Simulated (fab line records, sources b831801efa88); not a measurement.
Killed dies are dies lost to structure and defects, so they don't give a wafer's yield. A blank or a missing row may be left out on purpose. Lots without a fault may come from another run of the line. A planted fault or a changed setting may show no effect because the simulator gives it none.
Which tool did it? | flow gf180mcu | 6 lots, 18 wafers sampled, at 2 steps of a route of 602

WHAT THE GAUGES READ, wafer by wafer
GF_PSD_RS_MEAS_14: measures by four-point-probe.
lot  | measured     | on            | NSD_RS (ohm/sq)
L841 | day 15 07:10 | film_metro-03 | 46.15 46.06 46.16
L843 | day 15 21:46 | film_metro-02 | 46.13 46.09 46.19
L850 | day 18 07:52 | film_metro-03 | 46.25 41.96 42.00
L856 | day 20 11:42 | film_metro-03 | 46.20 46.18 46.19
L858 | day 21 12:06 | film_metro-03 | 46.12 46.01 46.14
L860 | day 22 04:17 | film_metro-02 | 46.15 46.22 46.13

WHICH TOOL RAN EACH LOT (tool, then ch and the chambers of the sampled wafers, then the start)
lot  | GF_PSD_RTA_13
L841 | rtp_anneal-01 ch 0, day 15 07:04
L843 | rtp_anneal-02 ch 0, day 15 21:41
L850 | rtp_anneal-02 ch 0, day 18 07:47
L856 | rtp_anneal-01 ch 0, day 20 11:36
L858 | rtp_anneal-01 ch 0, day 21 12:01
L860 | rtp_anneal-01 ch 0, day 22 04:12
- GF_PSD_RTA_13: time 20 s.

THE ANSWER, worked out from the rows above alone
Rule: what is usual is taken from the lots themselves. Put in order of their means at a reading, lots are off if they are a third of the lots or fewer, leave a main group of 4 or more, and stand apart from it by a gap of 3 or more times the standard deviation of the main group's means; of several such gaps the widest counts. A main group whose means are all the same, to the digits that the tables above print for the reading, isn't used. A lot without any number at a reading at which 4 lots or more have one is off too. The other lots that the step has rows for count as sound.
Off: L850, at GF_PSD_RS_MEAS_14 (NSD_RS). The main group: mean 46.14 ohm/sq, standard deviation 0.035.
A tool fits if, at a process step before that reading, it ran every lot that is off, and no sound lot after the first of them. The gauges at GF_PSD_RS_MEAS_14 are tried like those tools. One fits: rtp_anneal-02 at GF_PSD_RTA_13. Its last sound lot is L843 (day 15 21:41), its first lot that is off L850 (day 18 07:47): a fault that began between those two fits.

WHAT THE SIMULATOR HAD PUT IN
Process parameter drift: rtp_anneal-02, from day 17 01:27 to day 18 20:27, at GF_PSD_RTA_13. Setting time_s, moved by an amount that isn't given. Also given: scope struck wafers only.
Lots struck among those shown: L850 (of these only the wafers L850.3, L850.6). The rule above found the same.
